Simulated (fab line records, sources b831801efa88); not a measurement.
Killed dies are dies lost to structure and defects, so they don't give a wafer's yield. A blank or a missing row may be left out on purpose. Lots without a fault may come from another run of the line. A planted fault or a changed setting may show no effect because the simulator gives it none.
Chamber matching | flow gf180mcu | GF_V1_ETCH_16 on rie_diel-01: 4 sister chambers
The step etches BARC in N2/H2. 14 wafers are shown with their chamber, then 7 later ones without.

WAFERS WITH THEIR CHAMBER
wafer  | chamber | throttle_valve_pct (%) | oes_product_au (a.u.)
L075.3 | 3       | 13.232                 | 0.855
L075.4 | 0       | 13.240                 | 0.856
L075.6 | 3       | 13.224                 | 0.859
L079.2 | 0       | 13.235                 | 0.854
L079.3 | 2       | 13.224                 | 0.860
L079.5 | 1       | 13.226                 | 0.856
L081.2 | 1       | 13.231                 | 0.857
L081.4 | 3       | 13.224                 | 0.849
L081.6 | 0       | 13.216                 | 0.853
L083.1 | 0       | 13.227                 | 0.855
L083.4 | 2       | 13.221                 | 0.855
L083.6 | 0       | 13.226                 | 0.857
L084.3 | 2       | 13.228                 | 0.853
L084.4 | 3       | 13.231                 | 0.863

SIGNATURES (means of the wafers above)
reading            | chamber 0 | chamber 1 | chamber 2 | chamber 3 | scatter within a chamber
throttle_valve_pct | 13.22880  | 13.22850  | 13.22433  | 13.22775  | 0.00658
oes_product_au     | 0.85500   | 0.85650   | 0.85600   | 0.85650   | 0.00379
Rule: a wafer's distance from a chamber is the root of the sum, over the readings, of the square of ((its reading less the chamber's mean) divided by the reading's scatter). The wafer belongs to the nearest chamber; if the next one is less than 2 further off, it can't be placed. The scatter: the root of (the sum of the squares of (reading less its chamber's mean) over the shown wafers, divided by (wafers less chambers)).

WAFERS WITHOUT THEIR CHAMBER
wafer  | throttle_valve_pct (%) | oes_product_au (a.u.)
L084.5 | 13.229                 | 0.854
L090.1 | 13.219                 | 0.859
L090.2 | 13.215                 | 0.857
L090.5 | 13.224                 | 0.851
L095.2 | 13.216                 | 0.854
L095.3 | 13.217                 | 0.855
L095.6 | 13.217                 | 0.858

WHICH CHAMBER EACH WENT THROUGH
wafer  | from the rows above               | in truth
L084.5 | can't be placed: 0 or 1 or 3 or 2 | 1
L090.1 | can't be placed: 2 or 3 or 1 or 0 | 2
L090.2 | can't be placed: 2 or 3 or 1 or 0 | 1
L090.5 | can't be placed: 0 or 2 or 3 or 1 | 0
L095.2 | can't be placed: 2 or 3 or 0 or 1 | 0
L095.3 | can't be placed: 2 or 3 or 1 or 0 | 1
L095.6 | can't be placed: 2 or 3 or 1 or 0 | 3
Placed correctly: 0 of 7. Can't be placed from these rows: 7 (the true chamber is among the candidates in 7). Placed wrongly: 0.
